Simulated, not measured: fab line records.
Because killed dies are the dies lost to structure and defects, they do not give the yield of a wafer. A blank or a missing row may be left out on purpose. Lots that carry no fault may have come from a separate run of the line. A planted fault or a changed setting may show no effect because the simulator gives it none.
Struck lot and sound lot, side by side | flow sky130 | 37 out of 708 route steps
Sound: these wafers, L207.4, L207.5, L207.6. Wafers L215.2, L215.5, L215.6 were the ones struck. The cause is named last.
Order at every step that has rows: each side's tool, ch and its chambers, its first start. Under that, the readings that differ: sound wafers | struck wafers | difference of the means | sigmas: that difference in standard deviations of wafers without a fault.
alike: readings with means less than 2 such deviations apart, plus words and numbers identical on both sides. not compared: withheld readings, readings lacking a value on some wafer, bounds such as >300 that could conceal the same value, and numbers that have no deviation in the record and whose values overlap.
The two part at a step that has a row with sigmas, a row that says differs or no value, or rows on one side only. Non-overlapping numbers with no deviation appear without sigmas and do not part them. Lack of a reading on every wafer of one side parts them only where that side has two or more wafers.

first, 10 steps without rows for these wafers: SKY_LDD_LDN_SOFTBAKE_03 (time 60 s); SKY_LDD_LDN_EXPOSE_04 (exposes mask LDNTM, target cd 700 nm); SKY_LDD_LDN_PEB_05; SKY_LDD_LDN_DEVELOP_06 (develop time 60 s); SKY_LDD_LDN_IMPLANT_08; SKY_LDD_LDN_IMPLANT_09; SKY_LDD_LDN_IMPLANT_10; SKY_LDD_LDN_IMPLANT_11; SKY_LDD_LDN_STRIP_12 (strips in O2/N2); SKY_LDD_LDN_CLEAN_14 (cleans in SC1/SC2, time 150 s).
SKY_SPACER_CVD_00: deposits Si3N4 from DCS/NH3, target thk 43.1 nm, time 740 s.
  sound on lpcvd-02 ch 0, day 24 07:05; struck on lpcvd-02 ch 1, day 27 06:14
reading                                 | sound             | struck            | difference | sigmas
model.Si3N4_of_SPACER_CVD_00.thkNm (nm) | 43.18 43.36 43.36 | 34.38 34.72 34.04 | -8.92      | 
  alike: spikeTcBottomC, susceptorTempC
SKY_SPACER_THK_MEAS_01:
  sound: filmMetro-02 at day 24 08:19; struck: filmMetro-01 at day 27 08:03
reading                | sound          | struck         | difference | sigmas
SPACER_CVD_00_THK (nm) | 43.1 43.4 43.3 | 34.4 34.7 34.0 | -8.9       | -19
SKY_SPACER_ETCHBACK_02: etches Si3N4 in CH3F/O2, stops on SiO2, time 46.7 s, target depth 45 nm.
  sound on rieDiel-03 ch 0,2,3, day 24 08:22; struck on rieDiel-02 ch 0,2,3, day 27 08:06
reading                 | sound             | struck            | difference | sigmas
oesProductAu (a.u.)     | 0.857 0.865 0.852 | 0.759 0.764 0.748 | -0.101     | -15
model.etch.depthNm (nm) | 43.18 43.36 43.36 | 34.38 34.72 34.04 | -8.92      | 
  alike: ch3fFlowSccm, drypumpMotorCurrentA, throttleValvePct
  not compared: rfHoursCounterH
then, 22 steps without rows for these wafers: SKY_POLY_CUT_DEHYDRATE_00 (time 60 s); SKY_POLY_CUT_HMDS_01 (prime time 60 s); SKY_POLY_CUT_COAT_02 (resist thk 60 nm); SKY_POLY_CUT_COAT_03 (resist thk 450 nm); SKY_POLY_CUT_SOFTBAKE_04 (time 90 s); SKY_POLY_CUT_EXPOSE_05 (exposes mask NPCM, target cd 270 nm); SKY_POLY_CUT_PEB_06; SKY_POLY_CUT_DEVELOP_07 (develop time 60 s); SKY_POLY_CUT_ETCH_10 (etches BARC in N2/H2, stops on SiO2, time 45.9 s, target depth 60 nm); SKY_POLY_CUT_ETCH_11 (etches Si3N4 in CF4/CH2F2/Ar, stops on poly-Si, time 42.5 s, target depth 60 nm); SKY_POLY_CUT_STRIP_12 (strips in O2/N2); SKY_SD_P_DEHYDRATE_00 (time 60 s); SKY_SD_P_HMDS_01 (prime time 60 s); SKY_SD_P_COAT_02 (resist thk 1140 nm); SKY_SD_P_SOFTBAKE_03 (time 60 s); SKY_SD_P_EXPOSE_04 (exposes mask PSDM, target cd 380 nm); SKY_SD_P_PEB_05; SKY_SD_P_DEVELOP_06 (develop time 60 s); SKY_SD_P_IMPLANT_09; SKY_SD_P_STRIP_10 (strips in O2/N2); SKY_RES_XHIGH_DEHYDRATE_00 (time 60 s); SKY_RES_XHIGH_HMDS_01 (prime time 60 s).
-- the record jumps here: 5 days lie between the struck wafers' starts before and after (it left off in module RES_XHIGH and takes up again in module SALICIDE, whose first step shown is number 361 of the route) --
SKY_SALICIDE_CLEAN_00: cleans in HF-last, time 30 s.
  sound on wetBench-04 ch 2, day 29 06:36; struck on wetBench-04 ch 2, day 32 01:39
reading                                 | sound            | struck           | difference | sigmas
model.Si3N4_of_SPACER_CVD_00.thkNm (nm) | 42.2 42.38 42.38 | 33.4 33.73 33.06 | -8.9       | 
-- the record jumps here: 17 days lie between the struck wafers' starts before and after (it left off in module SALICIDE and takes up again in module PAD_OPEN, whose first step shown is number 708 of the route) --
SKY_PAD_OPEN_PROBE_99:
  sound: prober-02 at day 46 19:47; struck: prober-01 at day 48 16:22
reading                             | sound             | struck            | difference | sigmas
model.etest.pfet_01v8.rOnOhmUm      | 2968 2978 3006    | 2586 2596 2576    | -398       | 
model.etest.nfetG5v0d10v5.rOnOhmUm  | 1858 1898 1889    | 1828 1830 1820    | -56        | 
model.etest.sonosUncharged.rOnOhmUm | 818.9 814 817.6   | 763.5 751 755.9   | -60.0      | 
model.etest.pfet_01v8.driveUaUm     | 186.8 185 182.6   | 219.4 217.5 221.2 | +34.6      | 
model.etest.pfet_01v8_hvt.driveUaUm | 139.1 135.9 133.2 | 166.4 164.5 167.4 | +30.0      | 
model.etest.sramPfetLatch.driveUaUm | 139.1 135.7 137.7 | 162.5 158 168.2   | +25.4      | 
model.etest.pfet_01v8_mvt.driveUaUm | 146.6 144.6 144.3 | 165.1 163.3 164.5 | +19.1      | 
  alike: killed_at_M0_to_M3, killed_at_M4_up, killedAtContacts, killedAtFrontEnd, killedAtOther, killedDies, killedOpen, killedShort
  not compared: model.etest.nfet_01v8_lvt.driveUaUm

## WHERE THEY PART
First at SKY_SPACER_THK_MEAS_01; last, within this record, at SKY_SPACER_ETCHBACK_02. Later steps at which nothing parts them and some readings are alike: SKY_PAD_OPEN_PROBE_99.

WHY: whatever the simulator had introduced
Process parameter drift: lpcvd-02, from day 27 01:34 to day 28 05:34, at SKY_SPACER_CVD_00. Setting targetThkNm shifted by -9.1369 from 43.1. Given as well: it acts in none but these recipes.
